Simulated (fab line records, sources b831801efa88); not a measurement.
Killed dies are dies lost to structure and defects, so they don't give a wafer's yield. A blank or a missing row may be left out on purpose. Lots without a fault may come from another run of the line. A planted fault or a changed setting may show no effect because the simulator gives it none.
Chamber matching | flow gf180mcu | GF_V4_CVD_02 on pecvd-04: 3 sister chambers
The step deposits SiO2 from TEOS, target thk 850 nm, time 94.851 s. 16 wafers are shown with their chamber, then 8 later ones without.

WAFERS WITH THEIR CHAMBER
wafer  | chamber | heater_power_w (W) | heater_power_outer_w (W)
L075.2 | 2       | 458                | 319
L075.3 | 0       | 583                | 369
L075.5 | 0       | 626                | 385
L079.2 | 2       | 515                | 354
L079.3 | 1       | 586                | 331
L079.4 | 1       | 593                | 343
L080.1 | 0       | 553                | 319
L080.2 | 1       | 481                | 257
L080.3 | 2       | 522                | 360
L083.1 | 2       | 561                | 401
L083.4 | 0       | 578                | 355
L083.6 | 2       | 603                | 405
L084.1 | 1       | 576                | 333
L084.2 | 2       | 480                | 316
L084.4 | 2       | 526                | 365
L091.2 | 0       | 609                | 384

SIGNATURES (means of the wafers above)
reading              | chamber 0 | chamber 1 | chamber 2 | scatter within a chamber
heater_power_w       | 589.80    | 559.00    | 523.57    | 44.3
heater_power_outer_w | 362.40    | 316.00    | 360.00    | 34
Rule: a wafer's distance from a chamber is the root of the sum, over the readings, of the square of ((its reading less the chamber's mean) divided by the reading's scatter). The wafer belongs to the nearest chamber; if the next one is less than 2 further off, it can't be placed. The scatter: the root of (the sum of the squares of (reading less its chamber's mean) over the shown wafers, divided by (wafers less chambers)).

WAFERS WITHOUT THEIR CHAMBER
wafer  | heater_power_w (W) | heater_power_outer_w (W)
L091.3 | 518                | 292
L091.6 | 572                | 399
L093.1 | 485                | 334
L093.5 | 528                | 379
L093.6 | 635                | 408
L097.3 | 524                | 350
L097.5 | 554                | 385
L097.6 | 611                | 401

WHICH CHAMBER EACH WENT THROUGH
wafer  | from the rows above          | in truth
L091.3 | can't be placed: 1 or 2 or 0 | 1
L091.6 | can't be placed: 0 or 2 or 1 | 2
L093.1 | can't be placed: 2 or 1 or 0 | 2
L093.5 | can't be placed: 2 or 0 or 1 | 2
L093.6 | can't be placed: 0 or 2 or 1 | 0
L097.3 | can't be placed: 2 or 1 or 0 | 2
L097.5 | can't be placed: 2 or 0 or 1 | 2
L097.6 | can't be placed: 0 or 2 or 1 | 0
Placed correctly: 0 of 8. Can't be placed from these rows: 8 (the true chamber is among the candidates in 8). Placed wrongly: 0.
